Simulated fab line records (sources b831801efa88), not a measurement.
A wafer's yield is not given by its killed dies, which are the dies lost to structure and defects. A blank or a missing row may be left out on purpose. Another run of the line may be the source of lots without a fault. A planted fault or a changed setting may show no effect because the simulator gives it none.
fab line records	flow gf180mcu
[record] lots = 24	wafers = 72	last-day = 35
route steps=602 shown CONTACT@305 V1@360 V2@404 M3@410 V4@490
lots that met no fault: from a run of the same line without faults
start-h: hours from the record's opening day to when the first of the lot's shown wafers began	wait-h: time in hours since the lot's previous step	" repeats the value in the row above	L1.1+2: a row that stands for several wafers	- no value present, or no start provided	* or withheld: withheld	< > ~ a bound
route shown NAME@n: NAME is a module with steps in the file, n the number in the route of the first one	usual: average and standard deviation across the fault-free wafers	same: alike in all rows	chamber/n: place in a boat	sites: per-site readings	_std_site: the values' standard deviation	_edge_site: the outer-site mean with the inner-site mean subtracted	radius-mm: for every site, how far away it sits from the centre of the wafer	mask NAME#n: copy n	behind: the last tool/chamber to shape the wafer	hold: the reason the lot was held/the length of the hold in hours/how it ended	device: the n, p or np transistor that did not switch	end of line: at the end of the route, the tests of the same wafers	a step given without rows: its recipe and nothing more	killed: dies lost to structure and defects at the first sort, not the wafer's yield	map: dies across one wafer; x = killed, . = not, _ = none there
set.NAME: the setting as run; set.NAME@STEP: as run at that earlier step	model.NAME: the simulator's own value behind a step, which no gauge read
the route's steps for a sample of lots (tables are steps, rows are wafers)
services: a tool's chamber out of use, with start hour (start-h, from the record's first day; less than 0 if before it), hours out, and reason
[[steps]]
[step GF_CONTACT_STRIP_18]
[recipe] chemistry = O2/N2	power-w = 1400	pressure-mtorr = 1500	platen-temp-c = 250	o2-flow-sccm = 3000	n2-flow-sccm = 300	overash-fraction = 0.5
[usual] chamber-pressure-mTorr = 1500.0/1.3	drypump-motor-current-A = 5.9/0.4	heater-power-w = 311/39	n2-flow-sccm = 299.8/0.84	oes-product-au = 0.579/0.0051
lot.wafer	tool	chamber	start-h	wait-h	chamber-pressure-mTorr	drypump-motor-current-A	heater-power-w	n2-flow-sccm	oes-product-au	rf-hours-counter-h
L074.1	plasma-asher-03	0	383.57	-	1500.8	6.0	307	299.1	0.586	58
L074.2	"	1	"	"	1500.0	5.6	286	299.6	0.577	58
L074.4	"	1	"	"	1499.1	5.7	283	301.6	0.576	-
L075.1	plasma-asher-03	1	390.15	-	1497.4	5.6	283	299.4	0.585	59
L075.5	"	1	"	"	1500.0	5.6	288	299.6	0.578	-
L075.6	"	0	"	"	1500.7	6.0	293	300.5	0.586	-
L076.1	plasma-asher-02	1	400.00	-	1500.9	6.1	309	299.2	0.575	31
L076.3	"	0	"	"	1501.3	6.5	402	298.3	0.571	-
L076.6	"	1	"	"	1500.2	6.1	305	298.3	0.576	-
L077.2	plasma-asher-02	0	408.15	-	1498.9	6.5	382	298.8	0.571	32
L077.3	"	1	"	"	1498.2	6.1	302	300.8	0.573	-
L077.4	"	0	"	"	1500.1	6.5	390	298.6	0.582	-
L078.1	plasma-asher-01	0	413.85	-	1499.6	5.6	262	300.0	0.578	75
L078.2	"	1	"	"	1498.8	5.1	315	298.7	0.576	75
L078.3	"	1	"	"	1501.2	5.1	319	299.1	0.582	-
L079.1	plasma-asher-03	0	429.61	-	1500.7	6.0	305	301.2	0.581	63
L079.4	"	0	"	"	1498.9	6.1	299	300.9	0.580	-
L079.5	"	0	"	"	1501.4	6.0	303	301.8	0.574	-
L080.1	plasma-asher-03	0	434.70	-	1503.1	6.0	304	299.0	0.578	63
L080.3	"	0	"	"	1499.2	6.0	298	298.9	0.580	-
L080.4	"	1	"	"	1501.2	5.6	283	299.4	0.586	-
L081.2	plasma-asher-01	1	441.96	-	1498.1	5.1	324	300.8	0.579	1
L081.3	"	1	"	"	1499.0	5.1	319	299.0	0.584	-
L081.5	"	1	"	"	1501.9	5.1	326	298.3	0.576	-
L082.1	plasma-asher-03	0	454.70	-	1498.2	6.0	296	299.2	0.590	66
L082.2	"	1	"	"	1500.0	5.6	287	299.2	0.575	66
L082.4	"	0	"	"	1499.6	6.1	298	299.4	0.577	-
L083.1	plasma-asher-02	0	461.50	-	1497.3	6.5	401	299.7	0.575	38
L083.5	"	1	"	"	1499.0	6.1	304	300.1	0.579	-
L083.6	"	0	"	"	1497.8	6.5	391	299.0	0.595	-
L084.4	plasma-asher-03	1	464.15	-	1501.8	5.6	288	298.6	0.580	-
L084.5	"	0	"	"	1500.4	6.0	293	300.8	0.567	-
L084.6	"	1	"	"	1501.5	5.7	281	300.2	0.574	-
L085.1	plasma-asher-01	1	482.87	-	1501.5	5.2	326	300.8	0.582	6
L085.2	"	0	"	"	1498.6	5.6	264	301.0	0.582	6
L085.6	"	0	"	"	1500.5	5.6	267	300.7	0.583	-
L086.3	plasma-asher-01	0	488.84	-	1500.7	5.6	268	300.1	0.581	-
L086.4	"	1	"	"	1501.2	5.1	325	300.5	0.586	-
L086.6	"	0	"	"	1500.7	5.6	265	298.8	0.577	-
L087.1	plasma-asher-03	0	496.35	-	1501.0	6.0	294	299.1	0.575	70
L087.4	"	1	"	"	1503.0	5.6	284	300.3	0.579	-
L087.6	"	1	"	"	1500.6	5.6	287	300.5	0.572	-
L088.2	plasma-asher-03	0	504.51	-	1497.0	6.0	294	299.5	0.580	71
L088.4	"	0	"	"	1500.4	6.0	302	298.5	0.597	-
L088.6	"	1	"	"	1501.0	5.6	284	298.2	0.584	-
L089.2	plasma-asher-03	1	514.46	-	1501.3	5.6	295	300.1	0.583	72
L089.3	"	0	"	"	1499.1	6.0	294	299.8	0.578	-
L089.4	"	1	"	"	1497.9	5.6	279	300.1	0.582	-
L090.3	plasma-asher-03	1	521.04	-	1498.9	5.6	281	300.0	0.589	-
L090.4	"	0	"	"	1504.3	6.0	307	299.8	0.578	-
L090.5	"	1	"	"	1501.1	5.6	274	301.0	0.578	-
L091.1	plasma-asher-01	0	528.27	-	1499.7	5.6	270	298.8	0.578	10
L091.5	"	0	"	"	1501.3	5.6	269	299.7	0.585	-
L091.6	"	1	"	"	1500.8	5.1	314	298.3	0.580	-
L092.1	plasma-asher-03	1	537.45	-	1499.2	5.6	281	299.4	0.579	75
L092.2	"	0	"	"	1499.6	6.0	304	300.1	0.577	75
L092.5	"	0	"	"	1501.0	6.0	302	300.8	0.575	-
L093.2	plasma-asher-02	1	545.56	-	1500.0	6.1	310	301.0	0.588	46
L093.4	"	0	"	"	1501.3	6.5	390	300.3	0.578	-
L093.6	"	0	"	"	1499.2	6.5	397	299.8	0.582	-
L094.1	plasma-asher-02	1	547.86	-	1498.6	6.1	303	298.9	0.573	47
L094.5	"	0	"	"	1499.2	6.5	393	301.6	0.586	-
L094.6	"	1	"	"	1500.1	6.1	306	299.0	0.578	-
L095.1	plasma-asher-02	1	556.30	-	1500.8	6.1	303	299.5	0.575	48
L095.3	"	1	"	"	1501.1	6.1	310	299.3	0.580	-
L095.4	"	0	"	"	1500.2	6.5	391	299.6	0.581	-
L096.1	plasma-asher-02	0	563.77	-	1496.4	6.5	386	299.7	0.579	49
L096.5	"	0	"	"	1500.1	6.5	394	299.4	0.586	-
L096.6	"	1	"	"	1499.4	6.1	304	299.6	0.583	-
L097.1	plasma-asher-02	0	572.71	-	1500.1	6.5	394	300.8	0.590	50
L097.2	"	1	"	"	1499.8	6.1	306	299.9	0.580	50
L097.4	"	1	"	"	1502.0	6.1	312	300.0	0.571	-
[step GF_V1_THK_MEAS_25]
[recipe] thk-meas-gauge = xrf	reads = W_of_V1_CVD_23
[usual] V1_W_THK = 331/3.5
lot.wafer	tool	chamber	start-h	wait-h	V1_W_THK[nm]
L074.1	film-metro-01	-	436.16	0.1	332
L074.2	"	-	"	"	330
L074.4	"	-	"	"	327
L075.1	film-metro-01	-	442.96	0.1	330
L075.5	"	-	"	"	327
L075.6	"	-	"	"	332
L076.1	film-metro-01	-	452.59	0.1	327
L076.3	"	-	"	"	333
L076.6	"	-	"	"	331
L077.2	film-metro-01	-	461.14	0.1	333
L077.3	"	-	"	"	330
L077.4	"	-	"	"	331
L078.1	film-metro-03	-	467.44	0.1	339
L078.2	"	-	"	"	335
L078.3	"	-	"	"	337
L079.1	film-metro-01	-	483.36	0.1	328
L079.4	"	-	"	"	328
L079.5	"	-	"	"	326
L080.1	film-metro-01	-	487.59	0.1	331
L080.3	"	-	"	"	331
L080.4	"	-	"	"	327
L081.2	film-metro-01	-	495.03	0.1	330
L081.3	"	-	"	"	330
L081.5	"	-	"	"	332
L082.1	film-metro-03	-	506.72	0.1	340
L082.2	"	-	"	"	336
L082.4	"	-	"	"	339
L083.1	film-metro-01	-	514.05	0.1	334
L083.5	"	-	"	"	333
L083.6	"	-	"	"	332
L084.4	film-metro-03	-	516.87	0.1	333
L084.5	"	-	"	"	335
L084.6	"	-	"	"	341
L085.1	film-metro-01	-	534.35	0.1	331
L085.2	"	-	"	"	332
L085.6	"	-	"	"	332
L086.3	film-metro-03	-	541.16	0.1	330
L086.4	"	-	"	"	329
L086.6	"	-	"	"	326
L087.1	film-metro-03	-	547.33	0.1	331
L087.4	"	-	"	"	332
L087.6	"	-	"	"	337
L088.2	film-metro-03	-	555.98	0.1	332
L088.4	"	-	"	"	331
L088.6	"	-	"	"	332
L089.2	film-metro-01	-	564.91	0.1	337
L089.3	"	-	"	"	333
L089.4	"	-	"	"	331
L090.3	film-metro-04	-	571.01	0.1	333
L090.4	"	-	"	"	336
L090.5	"	-	"	"	331
L091.1	film-metro-03	-	578.67	0.1	332
L091.5	"	-	"	"	328
L091.6	"	-	"	"	330
L092.1	film-metro-01	-	586.76	0.1	334
L092.2	"	-	"	"	329
L092.5	"	-	"	"	325
L093.2	film-metro-04	-	593.77	0.1	329
L093.4	"	-	"	"	331
L093.6	"	-	"	"	328
L094.1	film-metro-04	-	596.80	0.1	336
L094.5	"	-	"	"	333
L094.6	"	-	"	"	336
L095.1	film-metro-01	-	604.54	0.1	326
L095.3	"	-	"	"	330
L095.4	"	-	"	"	336
L096.1	film-metro-01	-	612.13	0.1	331
L096.5	"	-	"	"	329
L096.6	"	-	"	"	331
L097.1	film-metro-04	-	619.99	0.1	330
L097.2	"	-	"	"	327
L097.4	"	-	"	"	331
[step GF_V2_SPUTTER_22]
[recipe] material = TiN	target-thk-nm = 10	chamber-pressure-pa = 5	power-w = 4000	time-s = 40
[usual] throttle-valve-pct = 30.0/0.84
lot.wafer	tool	chamber	start-h	wait-h	throttle-valve-pct
L074.1	pvd-sputter-03	-	489.05	0.0	31.0
L074.2	"	-	"	"	29.4
L074.4	"	-	"	"	31.2
L075.1	pvd-sputter-01	-	493.76	0.0	29.8
L075.5	"	-	"	"	29.0
L075.6	"	-	"	"	30.7
L076.1	pvd-sputter-01	-	504.68	0.0	29.7
L076.3	"	-	"	"	30.5
L076.6	"	-	"	"	29.4
L077.2	pvd-sputter-03	-	512.41	0.0	31.4
L077.3	"	-	"	"	30.0
L077.4	"	-	"	"	29.1
L078.1	pvd-sputter-04	-	519.36	0.0	31.3
L078.2	"	-	"	"	29.0
L078.3	"	-	"	"	29.6
L079.1	pvd-sputter-04	-	534.39	0.0	28.8
L079.4	"	-	"	"	30.0
L079.5	"	-	"	"	28.9
L080.1	pvd-sputter-01	-	538.43	0.0	29.5
L080.3	"	-	"	"	30.6
L080.4	"	-	"	"	30.7
L081.2	pvd-sputter-04	-	546.14	0.0	31.5
L081.3	"	-	"	"	28.9
L081.5	"	-	"	"	28.6
L082.1	pvd-sputter-01	-	557.22	0.0	30.4
L082.2	"	-	"	"	28.9
L082.4	"	-	"	"	30.6
L083.1	pvd-sputter-01	-	563.90	0.0	30.7
L083.5	"	-	"	"	30.5
L083.6	"	-	"	"	29.1
L084.4	pvd-sputter-01	-	567.17	0.0	30.4
L084.5	"	-	"	"	30.4
L084.6	"	-	"	"	28.9
L085.1	pvd-sputter-03	-	583.31	0.0	29.1
L085.2	"	-	"	"	31.1
L085.6	"	-	"	"	30.0
L086.3	pvd-sputter-03	-	589.53	0.0	31.1
L086.4	"	-	"	"	29.4
L086.6	"	-	"	"	31.2
L087.1	pvd-sputter-03	-	595.61	0.0	29.9
L087.4	"	-	"	"	28.9
L087.6	"	-	"	"	30.1
L088.2	pvd-sputter-01	-	602.81	0.0	29.7
L088.4	"	-	"	"	30.5
L088.6	"	-	"	"	30.5
L089.2	pvd-sputter-01	-	611.66	0.0	29.5
L089.3	"	-	"	"	30.3
L089.4	"	-	"	"	29.1
L090.3	pvd-sputter-03	-	617.76	0.0	29.8
L090.4	"	-	"	"	29.4
L090.5	"	-	"	"	29.4
L091.1	pvd-sputter-01	-	624.42	0.0	29.5
L091.5	"	-	"	"	29.0
L091.6	"	-	"	"	30.6
L092.1	pvd-sputter-03	-	632.56	0.0	31.2
L092.2	"	-	"	"	29.9
L092.5	"	-	"	"	31.5
L093.2	pvd-sputter-03	-	638.11	0.0	31.4
L093.4	"	-	"	"	30.0
L093.6	"	-	"	"	31.1
L094.1	pvd-sputter-03	-	641.02	0.0	31.2
L094.5	"	-	"	"	29.1
L094.6	"	-	"	"	30.3
L095.1	pvd-sputter-01	-	647.99	0.0	29.0
L095.3	"	-	"	"	30.5
L095.4	"	-	"	"	30.4
L096.1	pvd-sputter-03	-	656.78	0.0	28.8
L096.5	"	-	"	"	31.3
L096.6	"	-	"	"	31.4
L097.1	pvd-sputter-03	-	662.86	0.0	31.5
L097.2	"	-	"	"	29.7
L097.4	"	-	"	"	29.0
[step GF_M3_SPUTTER_01]
[recipe] material = TiN	target-thk-nm = 30	power-w = 6500	time-s = 25	chamber-pressure-pa = 0.4
[usual] throttle-valve-pct = 29.9/0.74
lot.wafer	tool	chamber	start-h	wait-h	throttle-valve-pct
L074.1	pvd-sputter-02	-	489.90	0.1	30.4
L074.2	"	-	"	"	29.1
L074.4	"	-	"	"	29.8
L075.1	pvd-sputter-03	-	494.49	0.1	30.0
L075.5	"	-	"	"	29.9
L075.6	"	-	"	"	29.4
L076.1	pvd-sputter-03	-	505.42	0.1	29.0
L076.3	"	-	"	"	31.2
L076.6	"	-	"	"	30.3
L077.2	pvd-sputter-02	-	513.14	0.1	30.7
L077.3	"	-	"	"	29.1
L077.4	"	-	"	"	29.1
L078.1	pvd-sputter-02	-	520.09	0.1	29.4
L078.2	"	-	"	"	30.4
L078.3	"	-	"	"	30.1
L079.1	pvd-sputter-01	-	535.12	0.1	28.9
L079.4	"	-	"	"	30.6
L079.5	"	-	"	"	29.0
L080.1	pvd-sputter-01	-	539.16	0.1	28.6
L080.3	"	-	"	"	30.7
L080.4	"	-	"	"	30.5
L081.2	pvd-sputter-01	-	546.99	0.1	29.4
L081.3	"	-	"	"	28.9
L081.5	"	-	"	"	30.7
L082.1	pvd-sputter-03	-	558.06	0.1	30.0
L082.2	"	-	"	"	31.1
L082.4	"	-	"	"	31.4
L083.1	pvd-sputter-01	-	564.75	0.1	30.5
L083.5	"	-	"	"	30.7
L083.6	"	-	"	"	29.1
L084.4	pvd-sputter-01	-	568.01	0.1	28.8
L084.5	"	-	"	"	29.7
L084.6	"	-	"	"	30.4
L085.1	pvd-sputter-02	-	584.05	0.1	29.1
L085.2	"	-	"	"	30.0
L085.6	"	-	"	"	30.5
L086.3	pvd-sputter-01	-	590.26	0.1	28.8
L086.4	"	-	"	"	29.6
L086.6	"	-	"	"	30.5
L087.1	pvd-sputter-02	-	596.34	0.1	30.0
L087.4	"	-	"	"	29.3
L087.6	"	-	"	"	29.2
L088.2	pvd-sputter-03	-	603.66	0.1	31.2
L088.4	"	-	"	"	30.0
L088.6	"	-	"	"	29.8
L089.2	pvd-sputter-03	-	612.39	0.1	29.1
L089.3	"	-	"	"	29.8
L089.4	"	-	"	"	31.1
L090.3	pvd-sputter-03	-	618.49	0.1	29.2
L090.4	"	-	"	"	30.1
L090.5	"	-	"	"	29.1
L091.1	pvd-sputter-02	-	625.15	0.1	29.1
L091.5	"	-	"	"	30.6
L091.6	"	-	"	"	29.0
L092.1	pvd-sputter-02	-	633.30	0.1	29.7
L092.2	"	-	"	"	29.1
L092.5	"	-	"	"	29.3
L093.2	pvd-sputter-02	-	638.84	0.1	29.1
L093.4	"	-	"	"	29.9
L093.6	"	-	"	"	29.0
L094.1	pvd-sputter-01	-	641.75	0.1	30.4
L094.5	"	-	"	"	28.9
L094.6	"	-	"	"	30.6
L095.1	pvd-sputter-02	-	648.72	0.1	30.6
L095.3	"	-	"	"	29.2
L095.4	"	-	"	"	29.9
L096.1	pvd-sputter-02	-	657.51	0.1	30.5
L096.5	"	-	"	"	29.9
L096.6	"	-	"	"	29.3
L097.1	pvd-sputter-02	-	663.59	0.1	30.1
L097.2	"	-	"	"	29.0
L097.4	"	-	"	"	29.0
[step GF_M3_CD_MEAS_14]
[recipe] target-cd-nm = 280
[usual] cd-nm = 279.8/1
lot.wafer	tool	chamber	start-h	wait-h	cd-nm
L074.1	cd-sem-02	-	514.38	0.1	279.1
L074.2	"	-	"	"	280.4
L074.4	"	-	"	"	280.2
L075.1	cd-sem-02	-	518.83	0.1	280.5
L075.5	"	-	"	"	281.5
L075.6	"	-	"	"	281.4
L076.1	cd-sem-02	-	529.73	0.1	280.0
L076.3	"	-	"	"	279.6
L076.6	"	-	"	"	280.3
L077.2	cd-sem-01	-	536.52	0.1	278.4
L077.3	"	-	"	"	280.3
L077.4	"	-	"	"	279.3
L078.1	cd-sem-01	-	544.15	0.1	278.7
L078.2	"	-	"	"	279.3
L078.3	"	-	"	"	280.7
L079.1	cd-sem-02	-	558.03	0.1	280.9
L079.4	"	-	"	"	280.1
L079.5	"	-	"	"	280.8
L080.1	cd-sem-02	-	562.50	0.1	279.6
L080.3	"	-	"	"	279.2
L080.4	"	-	"	"	279.7
L081.2	cd-sem-01	-	570.15	0.1	279.3
L081.3	"	-	"	"	277.8
L081.5	"	-	"	"	279.3
L082.1	cd-sem-02	-	581.25	0.1	278.6
L082.2	"	-	"	"	279.4
L082.4	"	-	"	"	279.3
L083.1	cd-sem-02	-	587.25	0.1	279.8
L083.5	"	-	"	"	278.4
L083.6	"	-	"	"	280.7
L084.4	cd-sem-02	-	590.21	0.1	280.9
L084.5	"	-	"	"	282.2
L084.6	"	-	"	"	281.8
L085.1	cd-sem-01	-	605.78	0.1	278.8
L085.2	"	-	"	"	279.3
L085.6	"	-	"	"	278.8
L086.3	cd-sem-02	-	612.09	0.1	280.7
L086.4	"	-	"	"	280.8
L086.6	"	-	"	"	280.7
L087.1	cd-sem-01	-	617.98	0.1	280.2
L087.4	"	-	"	"	279.7
L087.6	"	-	"	"	279.5
L088.2	cd-sem-02	-	624.50	0.1	281.0
L088.4	"	-	"	"	280.7
L088.6	"	-	"	"	279.8
L089.2	cd-sem-01	-	633.22	0.1	279.7
L089.3	"	-	"	"	281.2
L089.4	"	-	"	"	279.7
L090.3	cd-sem-01	-	638.77	0.1	278.4
L090.4	"	-	"	"	279.6
L090.5	"	-	"	"	278.6
L091.1	cd-sem-01	-	645.03	0.1	278.7
L091.5	"	-	"	"	278.6
L091.6	"	-	"	"	278.2
L092.1	cd-sem-02	-	653.30	0.1	279.3
L092.2	"	-	"	"	280.5
L092.5	"	-	"	"	279.8
L093.2	cd-sem-01	-	659.67	0.1	280.1
L093.4	"	-	"	"	281.2
L093.6	"	-	"	"	281.2
L094.1	cd-sem-01	-	662.28	0.1	276.9
L094.5	"	-	"	"	277.2
L094.6	"	-	"	"	278.7
L095.1	cd-sem-01	-	668.80	0.1	279.8
L095.3	"	-	"	"	278.7
L095.4	"	-	"	"	279.3
L096.1	cd-sem-01	-	677.33	0.1	279.4
L096.5	"	-	"	"	279.0
L096.6	"	-	"	"	279.7
L097.1	cd-sem-02	-	683.90	0.1	279.7
L097.2	"	-	"	"	280.2
L097.4	"	-	"	"	280.1
[step GF_V4_CD_MEAS_14]
[recipe] target-cd-nm = 260
[usual] cd-nm = 260.2/1.2
lot.wafer	tool	chamber	start-h	wait-h	cd-nm
L074.1	cd-sem-01	-	587.95	0.1	260.2
L074.2	"	-	"	"	259.6
L074.4	"	-	"	"	260.8
L075.1	cd-sem-02	-	592.33	0.1	262.3
L075.5	"	-	"	"	263.2
L075.6	"	-	"	"	261.4
L076.1	cd-sem-01	-	601.58	0.1	260.7
L076.3	"	-	"	"	259.0
L076.6	"	-	"	"	259.8
L077.2	cd-sem-01	-	609.11	0.1	261.4
L077.3	"	-	"	"	261.5
L077.4	"	-	"	"	261.3
L078.1	cd-sem-01	-	615.30	0.1	261.2
L078.2	"	-	"	"	259.4
L078.3	"	-	"	"	260.7
L079.1	cd-sem-02	-	626.63	0.1	261.5
L079.4	"	-	"	"	261.3
L079.5	"	-	"	"	260.8
L080.1	cd-sem-01	-	632.63	0.1	261.1
L080.3	"	-	"	"	260.6
L080.4	"	-	"	"	261.2
L081.2	cd-sem-01	-	638.31	0.1	259.4
L081.3	"	-	"	"	259.7
L081.5	"	-	"	"	259.5
L082.1	cd-sem-02	-	648.09	0.1	261.4
L082.2	"	-	"	"	261.3
L082.4	"	-	"	"	260.6
L083.1	cd-sem-01	-	653.58	0.1	257.1
L083.5	"	-	"	"	257.6
L083.6	"	-	"	"	257.0
L084.4	cd-sem-02	-	657.86	0.1	261.0
L084.5	"	-	"	"	261.2
L084.6	"	-	"	"	258.9
L085.1	cd-sem-01	-	670.19	0.1	258.8
L085.2	"	-	"	"	259.4
L085.6	"	-	"	"	260.3
L086.3	cd-sem-02	-	677.38	0.1	260.3
L086.4	"	-	"	"	260.9
L086.6	"	-	"	"	261.9
L087.1	cd-sem-02	-	682.23	0.1	262.1
L087.4	"	-	"	"	260.3
L087.6	"	-	"	"	259.6
L088.2	cd-sem-01	-	688.51	0.1	260.0
L088.4	"	-	"	"	259.3
L088.6	"	-	"	"	260.2
L089.2	cd-sem-01	-	697.35	0.1	259.7
L089.3	"	-	"	"	260.7
L089.4	"	-	"	"	259.9
L090.3	cd-sem-01	-	702.69	0.1	260.2
L090.4	"	-	"	"	260.9
L090.5	"	-	"	"	259.7
L091.1	cd-sem-02	-	707.58	0.1	262.1
L091.5	"	-	"	"	261.9
L091.6	"	-	"	"	261.5
L092.1	cd-sem-02	-	715.75	0.1	259.7
L092.2	"	-	"	"	258.9
L092.5	"	-	"	"	258.9
L093.2	cd-sem-02	-	722.61	0.1	259.1
L093.4	"	-	"	"	260.5
L093.6	"	-	"	"	258.6
L094.1	cd-sem-01	-	725.68	0.1	259.2
L094.5	"	-	"	"	259.1
L094.6	"	-	"	"	260.1
L095.1	cd-sem-02	-	730.29	0.1	258.9
L095.3	"	-	"	"	260.0
L095.4	"	-	"	"	258.4
L096.1	cd-sem-01	-	738.49	0.1	258.1
L096.5	"	-	"	"	258.7
L096.6	"	-	"	"	259.2
L097.1	cd-sem-02	-	743.88	0.1	261.9
L097.2	"	-	"	"	261.2
L097.4	"	-	"	"	260.2
[[services]]
tool	chamber	start-h	hours	kind
pvd-sputter-03	-	369.13	0.8	repair
pvd-sputter-04	-	374.42	2.0	repair
plasma-asher-01	-	421.25	9.0	pm
pvd-sputter-03	-	454.45	4.1	repair
plasma-asher-02	-	471.12	6.0	repair
pvd-sputter-04	-	475.07	0.8	repair
pvd-sputter-04	-	480.02	4.1	repair
plasma-asher-02	-	505.67	1.6	repair
pvd-sputter-02	2	522.26	-	consumable-replace:kit
pvd-sputter-01	1	535.24	-	consumable-replace:kit
pvd-sputter-01	1	535.24	18.0	scheduled-down
pvd-sputter-01	1	535.24	18.0	vent-cycle
plasma-asher-01	-	548.90	13.9	pm
pvd-sputter-01	-	553.56	1.0	repair
pvd-sputter-04	-	556.33	110.0	repair
pvd-sputter-03	2	581.52	-	consumable-replace:kit
pvd-sputter-03	2	581.52	18.0	scheduled-down
pvd-sputter-03	2	581.52	18.0	vent-cycle
plasma-asher-02	-	618.43	2.8	pm
plasma-asher-03	-	632.86	4.0	pm
pvd-sputter-02	-	645.18	3.2	repair
pvd-sputter-01	0	659.96	-	consumable-replace:kit
pvd-sputter-01	0	659.96	18.0	scheduled-down
pvd-sputter-01	0	659.96	18.0	vent-cycle
[[key]]
fault none
